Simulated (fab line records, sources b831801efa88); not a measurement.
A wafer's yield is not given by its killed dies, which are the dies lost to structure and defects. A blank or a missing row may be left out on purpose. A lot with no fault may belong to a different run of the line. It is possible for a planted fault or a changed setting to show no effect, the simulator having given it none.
fab line records -- flow sky130
[record] lots = 6, wafers = 18, last_day = 51
route steps=708 shown METAL2@504 VIA2@507 PAD_OPEN@708
lots untouched by any fault: they come from a run of this same line in which no faults occurred
start_h: hours from the record's opening day to when the first of the lot's shown wafers began -- wait_h: hours from the lot's prior step to this one -- " the same as in the row above -- L1.1+2: a row that stands for several wafers -- - no value, or no start given -- * or withheld: withheld -- < > ~ a bound
route shown NAME@n: a module of which the file shows steps, and the number in the route of the first -- usual: mean/standard deviation taken from wafers without a fault -- same: alike in all rows -- chamber/n: place in a boat -- sites: each site's reading -- _std_site: standard deviation across them -- _edge_site: mean of outer sites minus mean of inner sites -- radius_mm: how far each site lies from the wafer's centre -- mask NAME#n: copy n -- behind: the tool/chamber that last shaped the wafer -- hold: the reason the lot was held/the length of the hold in hours/how it ended -- device: transistor that didn't switch, given as n, p or np -- end of line: the route-end tests of the same wafers -- for a step that has no rows: nothing shown but its recipe -- killed: the dies lost at the first sort to structure and to defects; this is not the yield of the wafer -- map: the dies of a wafer, with x for killed, . for not killed, _ for no die there
set.NAME: the setting that was run; set.NAME@STEP: the one run at that earlier step -- model.NAME: the simulator's own value behind a step, which no gauge read
a table for each step, a row for each wafer; lots at some steps of the route
services: from which hour (start_h, from the record's first day; less than 0 if before it) a tool's chamber was out of use, for how many hours, and why
[[steps]]
[step SKY_METAL2_STRIP_21]
[recipe] chemistry = post_etch_residue_remover, time_s = 1200, temp_c = 72.5
[step SKY_METAL2_CLEAN_22]
[recipe] chemistry = IPA, time_s = 180, temp_c = 25
[step SKY_METAL2_CLEAN_23]
[recipe] chemistry = O3/DIW, dry = n2_spin
[step SKY_VIA2_HDPCVD_00]
[recipe] material = SiO2, target_thk_nm = 1180, sigma_open_frac = 0.3, time_s = 196.7, temp_c = 400, sih4_flow_sccm = 60, pressure_mtorr = 6
[step SKY_VIA2_THK_MEAS_01]
[recipe] reads = SiO2_of_VIA2_HDPCVD_00
[usual] VIA2_HDPCVD_THK = 1176/11
lot.wafer,tool,chamber,start_h,wait_h,VIA2_HDPCVD_THK[nm]
L438.1,film_metro-04,-,859.82,0.1,1188
L438.2,film_metro-04,-,859.82,0.1,1176
L438.6,film_metro-04,-,859.82,0.1,1188
L441.3,film_metro-01,-,880.65,0.1,1180
L441.5,film_metro-01,-,880.65,0.1,1164
L441.6,film_metro-01,-,880.65,0.1,1155
L452.2,film_metro-01,-,954.28,0.1,1187
L452.3,film_metro-01,-,954.28,0.1,1174
L452.6,film_metro-01,-,954.28,0.1,1176
L453.3,film_metro-02,-,965.82,0.1,1186
L453.5,film_metro-02,-,965.82,0.1,1186
L453.6,film_metro-02,-,965.82,0.1,1182
L457.2,film_metro-02,-,989.63,0.1,1167
L457.3,film_metro-02,-,989.63,0.1,1183
L457.5,film_metro-02,-,989.63,0.1,1168
L458.2,film_metro-02,-,999.32,0.1,1182
L458.4,film_metro-02,-,999.32,0.1,1164
L458.6,film_metro-02,-,999.32,0.1,1180
[step SKY_VIA2_CMP_02]
[recipe] material = SiO2, down_force_psi = 4, platen_rpm = 60, pad_velocity_m_s = 0.94248
[usual] motor_current_A = 12.1/1.1, slurry_flow_ml_min = 150.0/0.48
lot.wafer,tool,chamber,start_h,wait_h,motor_current_A,slurry_flow_ml_min
L438.1,cmp-01,2,859.88,0.1,13.8,149.4
L438.2,cmp-01,1,859.88,0.1,11.4,149.6
L438.6,cmp-01,3,859.88,0.1,11.8,150.6
L441.3,cmp-02,1,880.74,0.1,11.6,150.2
L441.6,cmp-02,0,880.74,0.1,13.0,149.4
L441.5,cmp-02,1,880.74,0.1,12.2,149.6
L452.3,cmp-02,0,954.43,0.1,14.0,149.6
L452.2,cmp-02,1,954.43,0.1,11.9,150.1
L452.6,cmp-02,2,954.43,0.1,11.3,150.0
L453.3,cmp-02,3,965.96,0.1,12.3,149.9
L453.5,cmp-02,1,965.96,0.1,12.0,150.0
L453.6,cmp-02,2,965.96,0.1,10.6,149.7
L457.2,cmp-01,3,989.68,0.0,10.7,150.1
L457.3,cmp-01,2,989.68,0.0,14.3,149.7
L457.5,cmp-01,3,989.68,0.0,10.9,150.6
L458.4,cmp-01,2,999.42,0.1,14.2,150.5
L458.2,cmp-01,3,999.42,0.1,11.6,150.8
L458.6,cmp-01,1,999.42,0.1,10.9,149.6
[step SKY_VIA2_BOW_MEAS_03]
[recipe] mode = bow
[usual] VIA2_BOW = 86/7.6
lot.wafer,tool,chamber,start_h,wait_h,VIA2_BOW[um]
L438.1,film_metro-04,-,860.18,0.2,87
L438.2,film_metro-04,-,860.18,0.2,90
L438.6,film_metro-04,-,860.18,0.2,78
L441.3,film_metro-01,-,881.03,0.2,66
L441.5,film_metro-01,-,881.03,0.2,79
L441.6,film_metro-01,-,881.03,0.2,80
L452.2,film_metro-02,-,954.65,0.1,78
L452.3,film_metro-02,-,954.65,0.1,90
L452.6,film_metro-02,-,954.65,0.1,78
L453.3,film_metro-02,-,966.20,0.2,77
L453.5,film_metro-02,-,966.20,0.2,88
L453.6,film_metro-02,-,966.20,0.2,92
L457.2,film_metro-02,-,990.00,0.3,81
L457.3,film_metro-02,-,990.00,0.3,83
L457.5,film_metro-02,-,990.00,0.3,91
L458.2,film_metro-02,-,999.69,0.2,90
L458.4,film_metro-02,-,999.69,0.2,86
L458.6,film_metro-02,-,999.69,0.2,90
[step SKY_VIA2_DEHYDRATE_04]
[recipe] temp_c = 200, time_s = 60
[step SKY_VIA2_HMDS_05]
[recipe] prime_time_s = 60, prime_temp_c = 120
[step SKY_VIA2_COAT_06]
[recipe] resist = BARC, temp_c = withheld, time_s = withheld, spin_rpm = 3000, resist_thk_nm = 60
[step SKY_VIA2_COAT_07]
[recipe] resist = KrF-thick, spin_rpm = 3000, resist_thk_nm = 450
[step SKY_VIA2_SOFTBAKE_08]
[recipe] temp_c = 100, time_s = 90, resist = KrF-thick
[step SKY_VIA2_EXPOSE_09]
[recipe] mask_id = VIM2, na = 0.8, source_shape = annular, sigma_inner = 0.55, sigma_outer = 0.85, target_cd_nm = 200, dose_mj = 38
lot.wafer,tool,chamber,start_h,wait_h,mask
L438.1+2+6,krf_scanner-02,0,873.59,-,VIM2#0
L441.3+5+6,krf_scanner-01,0,894.56,-,VIM2#0
L452.2+3+6,krf_scanner-02,0,967.20,-,VIM2#0
L453.3+5+6,krf_scanner-02,0,979.11,-,VIM2#0
L457.2+3+5,krf_scanner-01,0,1002.98,-,VIM2#0
L458.2+4+6,krf_scanner-01,0,1011.53,-,VIM2#0
[step SKY_VIA2_PEB_10]
[recipe] peb_temp_c = withheld, peb_time_s = withheld, resist = KrF-thick
[step SKY_VIA2_DEVELOP_11]
[recipe] develop_time_s = 60, resist = KrF-thick, dev_temp_c = 20.52
[usual] developer_temp_C = 20.52/0.1, resist_line_temp_C = 22.99/0.12
lot.wafer,tool,chamber,start_h,wait_h,developer_temp_C,resist_line_temp_C,model.VIA2.cd_nm
L438.1,litho_track-01,0,-,-,20.63,22.92,196.6
L438.2,litho_track-01,0,-,-,20.61,23.03,196.7
L438.6,litho_track-01,0,-,-,20.61,22.96,197
L441.3,litho_track-02,0,-,-,20.60,23.07,200.8
L441.5,litho_track-02,0,-,-,20.55,22.94,201.1
L441.6,litho_track-02,0,-,-,20.56,23.03,201.2
L452.2,litho_track-01,0,-,-,20.38,23.24,201.2
L452.3,litho_track-01,0,-,-,20.42,23.06,171.7
L452.6,litho_track-01,0,-,-,20.45,22.82,172.1
L453.3,litho_track-04,0,-,-,20.64,23.13,169.2
L453.5,litho_track-04,0,-,-,20.57,23.15,200
L453.6,litho_track-04,0,-,-,20.59,23.22,169.6
L457.2,litho_track-01,0,-,-,20.37,23.01,201.3
L457.3,litho_track-01,0,-,-,20.48,23.01,201.9
L457.5,litho_track-01,0,-,-,20.40,22.92,202.4
L458.2,litho_track-01,0,-,-,20.43,22.95,200.4
L458.4,litho_track-01,0,-,-,20.68,22.92,202.3
L458.6,litho_track-01,0,-,-,20.44,22.99,202.2
[step SKY_VIA2_CD_MEAS_12]
[recipe] target_cd_nm = 200
[usual] cd_nm = 200.4/1.7
lot.wafer,tool,chamber,start_h,wait_h,cd_nm
L438.1,cd_sem-01,-,886.44,-,196.5
L438.2,cd_sem-01,-,886.44,-,196.8
L438.6,cd_sem-01,-,886.44,-,197.0
L441.3,cd_sem-01,-,907.41,-,200.9
L441.5,cd_sem-01,-,907.41,-,201.2
L441.6,cd_sem-01,-,907.41,-,200.8
L452.2,cd_sem-01,-,979.76,-,201.2
L452.3,cd_sem-01,-,979.76,-,171.6
L452.6,cd_sem-01,-,979.76,-,171.7
L453.3,cd_sem-01,-,990.45,-,169.2
L453.5,cd_sem-01,-,990.45,-,200.4
L453.6,cd_sem-01,-,990.45,-,169.6
L457.2,cd_sem-01,-,1014.06,-,201.3
L457.3,cd_sem-01,-,1014.06,-,202.0
L457.5,cd_sem-01,-,1014.06,-,202.5
L458.2,cd_sem-01,-,1023.11,-,200.4
L458.4,cd_sem-01,-,1023.11,-,202.5
L458.6,cd_sem-01,-,1023.11,-,202.3
[step SKY_VIA2_OVL_MEAS_13]
[usual] VIA2_OVL = 2/5
lot.wafer,tool,chamber,start_h,wait_h,VIA2_OVL[nm]
L438.1,overlay-01,-,886.56,0.1,4
L438.2,overlay-01,-,886.56,0.1,1
L438.6,overlay-01,-,886.56,0.1,0
L441.3,overlay-01,-,907.50,0.1,3
L441.5,overlay-01,-,907.50,0.1,6
L441.6,overlay-01,-,907.50,0.1,-3
L452.2,overlay-01,-,979.87,0.1,-6
L452.3,overlay-01,-,979.87,0.1,-2
L452.6,overlay-01,-,979.87,0.1,-4
L453.3,overlay-01,-,990.54,0.1,3
L453.5,overlay-01,-,990.54,0.1,2
L453.6,overlay-01,-,990.54,0.1,9
L457.2,overlay-02,-,1014.17,0.1,7
L457.3,overlay-02,-,1014.17,0.1,5
L457.5,overlay-02,-,1014.17,0.1,-2
L458.2,overlay-01,-,1023.22,0.1,11
L458.4,overlay-01,-,1023.22,0.1,6
L458.6,overlay-01,-,1023.22,0.1,0
[step SKY_VIA2_ETCH_14]
[recipe] chemistry = N2/H2, target = BARC, ion_energy_ev = 200, source_w = 500, bias_w = 100, pressure_mtorr = 30, n2_flow_sccm = 100, h2_flow_sccm = 200, stop_on = SiO2, time_s = 45.9, target_depth_a = 600
[usual] drypump_motor_current_A = 5.8/0.43, h2_flow_sccm = 200.0/0.64, oes_product_au = 0.854/0.005, throttle_valve_pct = 13.224/0.011
lot.wafer,tool,chamber,start_h,wait_h,drypump_motor_current_A,h2_flow_sccm,oes_product_au,rf_hours_counter_h,throttle_valve_pct
L438.1,rie_diel-03,3,886.59,0.0,5.3,200.1,0.853,2,13.233
L438.2,rie_diel-03,2,886.59,0.0,5.9,200.5,0.862,4,13.199
L438.6,rie_diel-03,3,886.59,0.0,5.3,200.7,0.851,-,13.226
L441.3,rie_diel-01,0,907.53,0.0,5.6,199.9,0.850,9,13.210
L441.5,rie_diel-01,2,907.53,0.0,6.7,200.7,0.852,-,13.235
L441.6,rie_diel-01,3,907.53,0.0,5.7,200.0,0.851,-,13.230
L452.2,rie_diel-03,1,979.90,0.0,6.4,201.1,0.857,10,13.237
L452.3,rie_diel-03,2,979.90,0.0,5.9,199.6,0.843,6,13.224
L452.6,rie_diel-03,0,979.90,0.0,5.9,199.0,0.854,-,13.210
L453.3,rie_diel-03,2,990.56,0.0,5.9,201.2,0.855,6,13.233
L453.5,rie_diel-03,1,990.56,0.0,6.4,200.2,0.861,-,13.211
L453.6,rie_diel-03,0,990.56,0.0,5.9,199.6,0.855,-,13.219
L457.2,rie_diel-03,0,1014.20,0.0,5.9,200.3,0.846,19,13.218
L457.3,rie_diel-03,2,1014.20,0.0,5.9,199.7,0.860,7,13.217
L457.5,rie_diel-03,3,1014.20,0.0,5.3,199.3,0.852,-,13.220
L458.2,rie_diel-03,1,1023.25,0.0,6.4,200.4,0.853,11,13.210
L458.4,rie_diel-03,2,1023.25,0.0,5.9,201.3,0.862,7,13.227
L458.6,rie_diel-03,1,1023.25,0.0,6.4,199.9,0.852,-,13.221
[step SKY_VIA2_ETCH_15]
[recipe] target = SiO2, chemistry = C4F8/O2/Ar, target_depth_nm = 546, stop_on = TiN, mask_material = KrF-thick, source_w = 1500, bias_w = 1200, pressure_mtorr = 40, c4f8_flow_sccm = withheld, O2_flow_sccm = 6, Ar_flow_sccm = 300, time_s = 84
[usual] oes_product_au = 0.939/0.0046
lot.wafer,tool,chamber,start_h,wait_h,oes_product_au,rf_hours_counter_h,model.VIA2.cd_nm
L438.1,rie_diel-03,3,886.64,0.0,0.937,2,198.5
L438.2,rie_diel-03,2,886.64,0.0,0.932,4,199.4
L438.6,rie_diel-03,3,886.64,0.0,0.937,-,197.8
L441.3,rie_diel-01,0,907.57,0.0,0.930,9,199.6
L441.5,rie_diel-01,2,907.57,0.0,0.934,-,197.7
L441.6,rie_diel-01,3,907.57,0.0,0.941,-,197.7
L452.2,rie_diel-03,1,979.94,0.0,0.941,10,201.9
L452.3,rie_diel-03,2,979.94,0.0,0.944,6,167.5
L452.6,rie_diel-03,0,979.94,0.0,0.932,-,172.3
L453.3,rie_diel-03,2,990.61,0.0,0.935,6,168.1
L453.5,rie_diel-03,1,990.61,0.0,0.935,-,203.1
L453.6,rie_diel-03,0,990.61,0.0,0.938,-,172.6
L457.2,rie_diel-03,0,1014.24,0.0,0.944,19,203.5
L457.3,rie_diel-03,2,1014.24,0.0,0.943,7,200.4
L457.5,rie_diel-03,3,1014.24,0.0,0.939,-,205.2
L458.2,rie_diel-03,1,1023.29,0.0,0.942,11,203.4
L458.4,rie_diel-03,2,1023.29,0.0,0.938,7,197.8
L458.6,rie_diel-03,1,1023.29,0.0,0.942,-,206.3
[step SKY_VIA2_STRIP_16]
[recipe] chemistry = O2/N2, power_w = 1400, pressure_mtorr = 1500, platen_temp_c = withheld, o2_flow_sccm = 3000, n2_flow_sccm = 300, overash_fraction = 0.5
[usual] drypump_motor_current_A = 5.67/0.3, oes_product_au = 0.398/0.0048, strip_time_to_endpoint_s = 4.047/0.025
lot.wafer,tool,chamber,start_h,wait_h,drypump_motor_current_A,oes_product_au,rf_hours_counter_h,strip_time_to_endpoint_s
L438.1,plasma_asher-04,1,886.70,0.0,5.87,0.397,43,4.042
L438.2,plasma_asher-04,0,886.70,0.0,5.15,0.392,43,4.066
L438.6,plasma_asher-04,0,886.70,0.0,5.15,0.393,-,4.026
L441.3,plasma_asher-01,0,907.66,0.1,5.99,0.395,-,4.057
L441.5,plasma_asher-01,1,907.66,0.1,5.77,0.402,-,4.034
L441.6,plasma_asher-01,0,907.66,0.1,5.99,0.400,-,4.046
L452.2,plasma_asher-03,0,980.00,0.0,5.30,0.397,82,4.056
L452.3,plasma_asher-03,1,980.00,0.0,5.60,0.406,-,4.035
L452.6,plasma_asher-03,0,980.00,0.0,5.30,0.403,-,4.044
L453.3,plasma_asher-04,0,990.70,0.1,5.18,0.394,-,4.025
L453.5,plasma_asher-04,0,990.70,0.1,5.20,0.395,-,4.049
L453.6,plasma_asher-04,1,990.70,0.1,5.86,0.395,-,4.038
L457.2,plasma_asher-04,0,1014.30,0.0,5.18,0.400,56,4.068
L457.3,plasma_asher-04,0,1014.30,0.0,5.17,0.403,-,4.051
L457.5,plasma_asher-04,0,1014.30,0.0,5.17,0.399,-,4.035
L458.2,plasma_asher-04,0,1023.35,0.0,5.17,0.390,57,4.070
L458.4,plasma_asher-04,0,1023.35,0.0,5.18,0.392,-,4.008
L458.6,plasma_asher-04,0,1023.35,0.0,5.16,0.399,-,4.070
[step SKY_PAD_OPEN_PROBE_99]
lot.wafer,tool,chamber,start_h,wait_h,model.etest.via2_chain.rc_ohm
L438.1,prober-01,-,1111.34,0.1,10.03
L438.2,prober-01,-,1111.39,0.1,10.11
L438.6,prober-01,-,1111.59,0.2,9.566
L441.3,prober-02,-,1128.54,0.2,9.986
L441.5,prober-02,-,1128.64,0.2,10.37
L441.6,prober-02,-,1128.69,0.2,10.46
L452.2,prober-01,-,1183.24,0.1,10.14
L452.3,prober-01,-,1183.29,0.2,13.91
L452.6,prober-01,-,1183.44,0.2,13.26
L453.3,prober-01,-,1192.33,0.2,13.81
L453.5,prober-01,-,1192.43,0.2,9.405
L453.6,prober-01,-,1192.48,0.2,13.15
L457.2,prober-01,-,1207.43,0.1,9.682
L457.3,prober-01,-,1207.48,0.2,9.811
L457.5,prober-01,-,1207.58,0.2,9.407
L458.2,prober-02,-,1213.39,0.1,9.704
L458.4,prober-02,-,1213.49,0.2,10.61
L458.6,prober-02,-,1213.59,0.2,9.145
// killed by level:class
L438.1 CONTACT:geometric_particle:open=12 VIA1:geometric_particle:open=10 FIELD_ISO:geometric_particle:open=7 VIA2:geometric_particle:open=7 VIA3:geometric_particle:open=7 POLY_GATE:geometric_particle:open=6 LI_CONTACT:geometric_particle:open=5 METAL1:geometric_particle:short=5
L438.2 CONTACT:geometric_particle:open=11 FIELD_ISO:geometric_particle:open=10 FIELD_ISO:geometric_particle:short=10 METAL1:geometric_particle:short=7 LI_CONTACT:geometric_particle:open=7 VIA1:geometric_particle:open=7 METAL2:geometric_particle:short=7 VIA2:geometric_particle:open=4
L438.6 VIA1:geometric_particle:open=9 POLY_GATE:geometric_particle:short=8 LI_CONTACT:geometric_particle:open=6 CONTACT:geometric_particle:open=6 FIELD_ISO:geometric_particle:short=5 LOCAL_INTERCONNECT:geometric_particle:short=5 METAL1:geometric_particle:short=5 VIA1:geometric_particle:short=4
L441.3 VIA1:geometric_particle:open=9 LI_CONTACT:geometric_particle:open=6 METAL1:geometric_particle:short=5 VIA2:geometric_particle:open=5 POLY_GATE:geometric_particle:short=4 LOCAL_INTERCONNECT:geometric_particle:short=4 CONTACT:geometric_particle:short=4 CONTACT:geometric_particle:open=4
L441.5 VIA2:geometric_particle:open=10 VIA1:geometric_particle:short=9 CONTACT:geometric_particle:open=8 VIA1:geometric_particle:open=7 METAL3:geometric_particle:short=6 LI_CONTACT:geometric_particle:short=5 LI_CONTACT:geometric_particle:open=5 METAL4:geometric_particle:short=5
L441.6 VIA1:geometric_particle:open=10 POLY_GATE:geometric_particle:open=8 VIA2:geometric_particle:open=8 CONTACT:geometric_particle:open=8 LI_CONTACT:geometric_particle:open=7 VIA3:geometric_particle:short=5 FIELD_ISO:geometric_particle:open=4 VIA3:geometric_particle:open=4
L457.2 CONTACT:geometric_particle:open=12 VIA2:geometric_particle:open=10 VIA1:geometric_particle:open=7 VIA1:geometric_particle:short=6 VIA2:geometric_particle:short=6 VIA3:geometric_particle:open=5 LOCAL_INTERCONNECT:geometric_particle:short=4 LI_CONTACT:geometric_particle:open=4
L457.3 METAL1:geometric_particle:short=11 VIA1:geometric_particle:open=10 VIA2:geometric_particle:open=8 CONTACT:geometric_particle:open=7 VIA3:geometric_particle:open=6 CONTACT:geometric_particle:short=6 VIA1:geometric_particle:short=6 VIA2:geometric_particle:short=6
L457.5 CONTACT:geometric_particle:open=10 CONTACT:geometric_particle:short=7 FIELD_ISO:geometric_particle:open=6 POLY_GATE:geometric_particle:open=6 VIA1:geometric_particle:open=6 METAL1:geometric_particle:short=6 VIA1:geometric_particle:short=6 VIA3:geometric_particle:open=5
L458.2 LI_CONTACT:geometric_particle:open=7 VIA1:geometric_particle:short=6 CONTACT:geometric_particle:open=5 METAL4:geometric_particle:short=5 METAL2:geometric_particle:short=5 FIELD_ISO:geometric_particle:short=4 POLY_GATE:geometric_particle:open=4 VIA2:geometric_particle:open=4
L458.4 VIA1:geometric_particle:open=10 LI_CONTACT:geometric_particle:open=9 VIA3:geometric_particle:open=9 CONTACT:geometric_particle:open=8 METAL2:geometric_particle:short=5 METAL1:geometric_particle:short=5 POLY_GATE:geometric_particle:open=4 VIA1:geometric_particle:short=4
L458.6 CONTACT:geometric_particle:open=9 VIA1:geometric_particle:open=8 VIA2:geometric_particle:open=8 LI_CONTACT:geometric_particle:open=6 VIA1:geometric_particle:short=6 METAL1:geometric_particle:short=5 FIELD_ISO:geometric_particle:open=4 CONTACT:geometric_particle:short=4
[[services]]
tool,chamber,start_h,hours,kind
krf_scanner-01,-,845.14,1.3,pm
krf_scanner-01,-,867.67,2.4,repair
rie_diel-03,3,880.05,3.7,repair
rie_diel-01,1,890.63,20.8,repair
rie_diel-01,-,918.59,0.7,repair
krf_scanner-01,-,925.99,0.8,pm
cmp-01,-,927.16,4.0,pm
cmp-01,-,931.16,-,consumable_replace:conditioner
cmp-01,-,931.16,-,consumable_replace:pad
plasma_asher-03,-,939.31,2.8,pm
krf_scanner-02,0,939.97,-,calibration
krf_scanner-02,-,950.02,0.8,pm
krf_scanner-01,-,954.51,4.4,pm
rie_diel-01,3,969.49,3.5,repair
krf_scanner-02,-,971.88,1.3,pm
cmp-02,-,973.31,0.6,repair
cmp-02,-,976.40,17.1,pm
plasma_asher-01,-,982.63,1.5,repair
rie_diel-01,0,987.10,5.4,repair
krf_scanner-01,-,989.66,1.0,pm
rie_diel-03,3,996.05,4.6,repair
krf_scanner-02,-,1001.18,3.6,pm
krf_scanner-02,-,1004.73,1.0,pm
krf_scanner-01,-,1021.04,1.3,pm
[[key]]
[first_sign] step = SKY_VIA2_CD_MEAS_12, reading = cd_nm, direction = down, sigmas = 18, usual = 200.4, struck = 170.5
effect none on later readings
[model_effect] step = SKY_VIA2_DEVELOP_11, value = VIA2.cd_nm, without = 201.3, struck = 170.7
[model_effect] step = SKY_VIA2_ETCH_15, value = VIA2.cd_nm, without = 200.8, struck = 170.1
[model_effect] step = SKY_PAD_OPEN_PROBE_99, value = etest.via2_chain.rc_ohm, without = 9.832, struck = 13.53
met_at SKY_VIA2_EXPOSE_09
struck_wafers L452.3,L452.6,L453.3,L453.6
sort_left_out L452.3,L452.6,L453.3,L453.6
onset_between 873.59 967.20
[fault] kind = process_parameter_drift, tool = krf_scanner-02, chamber = -, onset_h = 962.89, steps = SKY_VIA2_EXPOSE_09, channel = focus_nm, offset = 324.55, shape = step, end_h = 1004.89, scope = struck_wafers_only
// sort_left_out: the simulated sort isn't trusted on such a fault, so these wafers' sort isn't shown, and their yield isn't known
